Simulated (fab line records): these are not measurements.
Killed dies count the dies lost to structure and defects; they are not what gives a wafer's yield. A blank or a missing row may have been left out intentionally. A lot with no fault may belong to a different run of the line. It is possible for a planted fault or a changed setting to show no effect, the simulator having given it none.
Which tool is to blame?    flow gf180mcu    7 lots (21 wafers sampled), 1 step of a 602-step route

== WHAT EACH GAUGE READ, for each wafer ==
GF_HV_LDD_OVL_MEAS_32.
lot   measured      on          HV_LDD_02_OVL (nm)
L771  day 11 18:26  overlay-01  2.8 1.1 2.8
L774  day 12 15:59  overlay-01  1.9 1.9 1.5
L777  day 13 18:08  overlay-01  1.8 1.5 1.5
L779  day 14 12:47  overlay-02  -2.0 0.6 0.9
L785  day 16 13:23  overlay-02  2.8 2.0 4.7
L787  day 17 11:20  overlay-02  0.4 2.8 0.9
L792  day 19 05:11  overlay-01  -1.2 1.2 1.2

== WHAT TOOL EACH LOT RAN ON (gives the tool, then ch and the chambers of the sampled wafers, and finally the start) ==
Before these readings, the record contains no process step.

== THE ANSWER, worked out from the rows above alone ==
Rule: what is usual is taken from the lots themselves. Put in order of their means at a reading, lots are off if they are a third of the lots or fewer, leave a main group of 4 or more, and stand apart from it by a gap of 3 or more times the standard deviation of the main group's means; of several such gaps the widest counts. A main group is skipped when, at the precision printed for the reading in the tables above, its means are all equal. A lot without any number at a reading at which 4 lots or more have one is off too. Where the step has rows for the other lots, those lots are counted as sound.
No lot is off at any reading shown: from this, nothing can be told.

== WHAT THE SIMULATOR HAD PUT IN ==
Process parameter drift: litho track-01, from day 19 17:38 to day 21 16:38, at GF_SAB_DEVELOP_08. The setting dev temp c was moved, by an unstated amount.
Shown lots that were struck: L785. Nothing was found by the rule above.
